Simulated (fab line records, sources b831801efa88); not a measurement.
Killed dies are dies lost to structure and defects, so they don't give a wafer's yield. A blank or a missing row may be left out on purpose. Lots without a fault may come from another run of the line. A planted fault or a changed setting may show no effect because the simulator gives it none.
Which tool did it? | flow sfq_line | 14 lots, 42 wafers sampled, at 6 steps of a route of 325

WHAT THE GAUGES READ, wafer by wafer
SFQ_M0_RS_MEAS_904: measures by four-point-probe.
lot  | measured    | on            | M0_NB_RS (ohm/sq)
L466 | day 4 22:46 | film_metro-01 | 0.906 0.906 0.910
L467 | day 5 01:10 | film_metro-01 | 0.884 0.884 0.893
L469 | day 5 10:02 | film_metro-03 | 0.895 0.885 0.889
L470 | day 5 11:06 | film_metro-01 | 0.886 0.877 0.898
L472 | day 5 18:20 | film_metro-01 | 0.889 0.886 0.864
L473 | day 5 20:45 | film_metro-02 | 0.898 0.899 0.906
L476 | day 6 10:32 | film_metro-02 | 0.913 0.908 0.920
L477 | day 6 14:44 | film_metro-02 | 0.907 0.905 0.903
L478 | day 7 00:20 | film_metro-03 | 0.903 0.886 0.891
L479 | day 7 06:23 | film_metro-03 | 0.899 0.884 0.890
L480 | day 7 12:22 | film_metro-01 | 0.892 0.879 0.892
L484 | day 8 07:30 | film_metro-02 | 0.899 0.888 0.895
L485 | day 8 09:56 | film_metro-03 | 0.727 0.726 0.726 0.727 0.723 0.727
L488 | day 9 15:31 | film_metro-01 | 0.717 0.726 0.724 0.719 0.726 0.723

SFQ_I3_BOW_MEAS_922.
lot  | measured     | on            | I3_BOW (um)
L466 | day 37 06:03 | film_metro-02 | 2 2 2
L467 | day 37 12:03 | film_metro-02 | -4 5 -5
L469 | day 38 00:25 | film_metro-02 | 5 19 7
L470 | day 38 10:37 | film_metro-01 | -3 3 -7
L472 | day 39 00:29 | film_metro-02 | -7 11 -6
L473 | day 39 05:54 | film_metro-01 | 6 10 5
L476 | day 40 04:48 | film_metro-04 | -7 4 -3
L477 | day 40 10:56 | film_metro-04 | -4 5 7
L478 | day 40 22:56 | film_metro-01 | -5 -11 -5
L479 | day 41 20:34 | film_metro-01 | 3 11 10
L480 | day 42 06:24 | film_metro-01 | -1 0 0
L484 | day 44 12:30 | film_metro-02 | 2 -4 0
L485 | day 45 09:07 | film_metro-04 | 16 27 8
L488 | day 46 16:16 | film_metro-01 | 2 10 4

WHICH TOOL RAN EACH LOT (tool, then ch and the chambers of the sampled wafers, then the start)
lot  | SFQ_TRILAYER_M0_DEP_SPUTTER_019 | SFQ_TRILAYER_M0_ETCH_METAL_ETCH_024 | SFQ_TRILAYER_I0_VIA_BARC_OPEN_VIA_ETCH_046 | SFQ_TRILAYER_I1_DEP_PECVD_045
L466 | pvd_sputter-05, day 4 22:39     | rie_metal-02 ch 0,1, day 6 10:13    | rie_diel-03 ch 0,3, day 9 23:40            | pecvd-04 ch 0,2, day 13 07:50
L467 | pvd_sputter-03, day 5 01:03     | rie_metal-03 ch 1, day 6 11:31      | rie_diel-02 ch 1,2,3, day 10 00:52         | pecvd-01 ch 0,2, day 13 10:14
L469 | pvd_sputter-05, day 5 09:55     | rie_metal-04 ch 0,1, day 6 19:51    | rie_diel-01 ch 2,3, day 10 08:04           | pecvd-03 ch 0,2, day 13 18:38
L470 | pvd_sputter-03, day 5 10:57     | rie_metal-02 ch 0,1, day 6 21:03    | rie_diel-01 ch 0,3, day 10 11:40           | pecvd-01 ch 0,1,2, day 14 00:40
L472 | pvd_sputter-05, day 5 18:14     | rie_metal-03 ch 0,1, day 7 04:13    | rie_diel-02 ch 1,2,3, day 11 01:19         | pecvd-03 ch 0,1,2, day 14 16:14
L473 | pvd_sputter-05, day 5 20:38     | rie_metal-04 ch 1, day 7 07:49      | rie_diel-01 ch 1,2, day 11 06:07           | pecvd-01 ch 0,1, day 14 23:37
L476 | pvd_sputter-06, day 6 10:26     | rie_metal-04 ch 0,1, day 7 23:13    | rie_diel-01 ch 0,2, day 12 00:07           | pecvd-04 ch 0,1,2, day 15 22:14
L477 | pvd_sputter-06, day 6 14:38     | rie_metal-04 ch 0,1, day 8 04:11    | rie_diel-03 ch 0,2,3, day 12 05:40         | pecvd-03 ch 0,1,2, day 16 06:32
L478 | pvd_sputter-05, day 7 00:14     | rie_metal-03 ch 0,1, day 8 11:23    | rie_diel-03 ch 0,1, day 12 10:28           | pecvd-03 ch 0,2, day 16 11:20
L479 | pvd_sputter-06, day 7 06:15     | rie_metal-03 ch 0,1, day 8 16:13    | rie_diel-02 ch 2,3, day 12 16:28           | pecvd-03 ch 0,1, day 16 18:32
L480 | pvd_sputter-05, day 7 12:14     | rie_metal-02 ch 0,1, day 9 01:49    | rie_diel-02 ch 2,3, day 13 00:52           | pecvd-01 ch 0,2, day 17 05:38
L484 | pvd_sputter-06, day 8 07:24     | rie_metal-03 ch 0,1, day 10 05:42   | rie_diel-01 ch 1,3, day 14 08:04           | pecvd-03 ch 1,2, day 18 16:09
L485 | pvd_sputter-05, day 8 09:49     | rie_metal-04 ch 1, day 10 09:24     | rie_diel-01 ch 0,3, day 14 14:04           | pecvd-03 ch 0,1, day 19 01:19
L488 | pvd_sputter-05, day 9 15:23     | rie_metal-03 ch 0,1, day 11 04:32   | rie_diel-01 ch 1,3, day 15 10:34           | pecvd-01 ch 1,2, day 20 01:17
- SFQ_TRILAYER_M0_DEP_SPUTTER_019: material Nb, target thk 200 nm, time 133.3 s.
- SFQ_TRILAYER_M0_ETCH_METAL_ETCH_024: etches Nb in Cl2/Ar, stops on SiO2, target depth 240 nm, time 120 s.
- SFQ_TRILAYER_I0_VIA_BARC_OPEN_VIA_ETCH_046: etches BARC in O2, target depth 125 nm, time 41.7 s.
- SFQ_TRILAYER_I1_DEP_PECVD_045: deposits SiO2 from SiH4/N2O, time 111.11 s, target thk 500 nm.

WHAT THE TOOLS THEMSELVES READ (means of the sampled wafers that have a number; where no wafer has one, the mark that the record gives instead)
SFQ_TRILAYER_M0_DEP_SPUTTER_019.
lot  | tool           | throttle_valve_pct (%)
L466 | pvd_sputter-05 | 30.3
L467 | pvd_sputter-03 | 30.0
L469 | pvd_sputter-05 | 30.0
L470 | pvd_sputter-03 | 31.3
L472 | pvd_sputter-05 | 29.8
L473 | pvd_sputter-05 | 29.8
L476 | pvd_sputter-06 | 29.4
L477 | pvd_sputter-06 | 30.2
L478 | pvd_sputter-05 | 29.0
L479 | pvd_sputter-06 | 28.8
L480 | pvd_sputter-05 | 30.8
L484 | pvd_sputter-06 | 29.4
L485 | pvd_sputter-05 | 30.7
L488 | pvd_sputter-05 | 29.8

SFQ_TRILAYER_M0_ETCH_METAL_ETCH_024.
lot  | tool         | drypump_motor_current_A (A) | oes_product_au (a.u.)
L466 | rie_metal-02 | 5.75                        | 0.885
L467 | rie_metal-03 | 5.76                        | 0.891
L469 | rie_metal-04 | 6.06                        | 0.885
L470 | rie_metal-02 | 6.02                        | 0.895
L472 | rie_metal-03 | 5.79                        | 0.902
L473 | rie_metal-04 | 6.18                        | 0.891
L476 | rie_metal-04 | 6.01                        | 0.880
L477 | rie_metal-04 | 5.89                        | 0.888
L478 | rie_metal-03 | 5.85                        | 0.890
L479 | rie_metal-03 | 5.83                        | 0.893
L480 | rie_metal-02 | 6.02                        | 0.894
L484 | rie_metal-03 | 5.85                        | 0.890
L485 | rie_metal-04 | 6.16                        | 0.991
L488 | rie_metal-03 | 5.87                        | 0.995

SFQ_TRILAYER_I0_VIA_BARC_OPEN_VIA_ETCH_046.
lot  | tool        | drypump_motor_current_A (A) | oes_product_au (a.u.)
L466 | rie_diel-03 | 5.4                         | 0.686
L467 | rie_diel-02 | 5.7                         | 0.683
L469 | rie_diel-01 | 6.2                         | 0.686
L470 | rie_diel-01 | 6.3                         | 0.678
L472 | rie_diel-02 | 5.7                         | 0.688
L473 | rie_diel-01 | 5.7                         | 0.687
L476 | rie_diel-01 | 5.8                         | 0.684
L477 | rie_diel-03 | 5.6                         | 0.686
L478 | rie_diel-03 | 5.7                         | 0.687
L479 | rie_diel-02 | 5.9                         | 0.685
L480 | rie_diel-02 | 5.9                         | 0.681
L484 | rie_diel-01 | 6.3                         | 0.690
L485 | rie_diel-01 | 6.3                         | 0.686
L488 | rie_diel-01 | 6.2                         | 0.686

SFQ_TRILAYER_I1_DEP_PECVD_045.
lot  | tool     | heater_power_w (W) | throttle_valve_pct (%)
L466 | pecvd-04 | 82                 | 23.9
L467 | pecvd-01 | 89                 | 23.3
L469 | pecvd-03 | 90                 | 23.7
L470 | pecvd-01 | 97                 | 22.9
L472 | pecvd-03 | 85                 | 23.6
L473 | pecvd-01 | 94                 | 22.7
L476 | pecvd-04 | 68                 | 25.0
L477 | pecvd-03 | 82                 | 23.5
L478 | pecvd-03 | 89                 | 23.7
L479 | pecvd-03 | 73                 | 23.1
L480 | pecvd-01 | 79                 | 23.5
L484 | pecvd-03 | 82                 | 22.9
L485 | pecvd-03 | 74                 | 24.1
L488 | pecvd-01 | 109                | 23.4

THE ANSWER, worked out from the rows above alone
Rule: what is usual is taken from the lots themselves. Put in order of their means at a reading, lots are off if they are a third of the lots or fewer, leave a main group of 4 or more, and stand apart from it by a gap of 3 or more times the standard deviation of the main group's means; of several such gaps the widest counts. A main group whose means are all the same, to the digits that the tables above print for the reading, isn't used. A lot without any number at a reading at which 4 lots or more have one is off too. The other lots that the step has rows for count as sound. The gauges are gone through in route order, then the tools' own readings, and for those a lot's mean is taken as printed above. The first step at which some lot is off is used, and at that step the reading that is off furthest; a lot without a number counts as furthest.
Off: L485, L488, at SFQ_M0_RS_MEAS_904 (M0_NB_RS). The main group: mean 0.895 ohm/sq, standard deviation 0.0096.
A tool fits if, at a process step before that reading, it ran every lot that is off, and no sound lot after the first of them. The gauges at SFQ_M0_RS_MEAS_904 aren't tried: what is off there is off at SFQ_TRILAYER_M0_ETCH_METAL_ETCH_024 too, on other tools, and a gauge's error can't cause that. One fits: pvd_sputter-05 at SFQ_TRILAYER_M0_DEP_SPUTTER_019. Its last sound lot is L480 (day 7 12:14), its first lot that is off L485 (day 8 09:49): a fault that began between those two fits.

WHAT THE SIMULATOR HAD PUT IN
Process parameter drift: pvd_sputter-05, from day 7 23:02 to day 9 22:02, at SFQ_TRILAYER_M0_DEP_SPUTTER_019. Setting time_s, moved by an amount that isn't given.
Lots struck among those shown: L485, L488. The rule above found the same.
